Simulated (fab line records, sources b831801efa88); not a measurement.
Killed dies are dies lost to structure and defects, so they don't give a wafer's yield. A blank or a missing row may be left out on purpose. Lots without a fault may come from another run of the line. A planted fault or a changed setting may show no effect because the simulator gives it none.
Which tool did it? | flow gf180mcu | 6 lots, 18 wafers sampled, at 3 steps of a route of 602

WHAT THE GAUGES READ, wafer by wafer
GF_HV_LDD_RS_MEAS_53: measures by four-point-probe.
lot  | measured     | on            | HV_LDD_RS (ohm/sq)
L492 | day 13 04:00 | film_metro-04 | 417.7 419.5 418.1
L494 | day 13 11:05 | film_metro-01 | 418.1 418.5 419.3
L499 | day 15 05:14 | film_metro-04 | 409.5 409.3 409.6
L501 | day 15 18:31 | film_metro-01 | 410.0 409.8 408.4
L508 | day 18 04:08 | film_metro-02 | 418.2 418.3 416.8
L513 | day 19 15:37 | film_metro-02 | 418.6 417.7 418.4

WHICH TOOL RAN EACH LOT (tool, then ch and the chambers of the sampled wafers, then the start)
lot  | GF_VT_IMPLANT_STRIP_20               | GF_HV_LDD_IMPLANT_09
L492 | plasma_asher-04 ch 0,1, day 6 11:47  | implanter-01 ch 0, day 10 16:05
L494 | plasma_asher-03 ch 0,1, day 7 01:19  | implanter-01 ch 0, day 10 23:04
L499 | plasma_asher-04 ch 0,1, day 8 10:38  | implanter-04 ch 0, day 12 13:38
L501 | plasma_asher-04 ch 0,1, day 8 21:46  | implanter-04 ch 0, day 13 01:01
L508 | plasma_asher-03 ch 0,1, day 10 17:28 | implanter-01 ch 0, day 15 07:41
L513 | plasma_asher-02 ch 0,1, day 11 23:41 | implanter-03 ch 0, day 16 15:11
- GF_VT_IMPLANT_STRIP_20: strips in O2/N2.
- GF_HV_LDD_IMPLANT_09

THE ANSWER, worked out from the rows above alone
Rule: what is usual is taken from the lots themselves. Put in order of their means at a reading, lots are off if they are a third of the lots or fewer, leave a main group of 4 or more, and stand apart from it by a gap of 3 or more times the standard deviation of the main group's means; of several such gaps the widest counts. A main group whose means are all the same, to the digits that the tables above print for the reading, isn't used. A lot without any number at a reading at which 4 lots or more have one is off too. The other lots that the step has rows for count as sound.
Off: L499, L501, at GF_HV_LDD_RS_MEAS_53 (HV_LDD_RS). The main group: mean 418.3 ohm/sq, standard deviation 0.32.
A tool fits if, at a process step before that reading, it ran every lot that is off, and no sound lot after the first of them. The gauges at GF_HV_LDD_RS_MEAS_53 are tried like those tools. Can't be told from this: 2 tools fit, plasma_asher-04 at GF_VT_IMPLANT_STRIP_20, implanter-04 at GF_HV_LDD_IMPLANT_09.

WHAT THE SIMULATOR HAD PUT IN
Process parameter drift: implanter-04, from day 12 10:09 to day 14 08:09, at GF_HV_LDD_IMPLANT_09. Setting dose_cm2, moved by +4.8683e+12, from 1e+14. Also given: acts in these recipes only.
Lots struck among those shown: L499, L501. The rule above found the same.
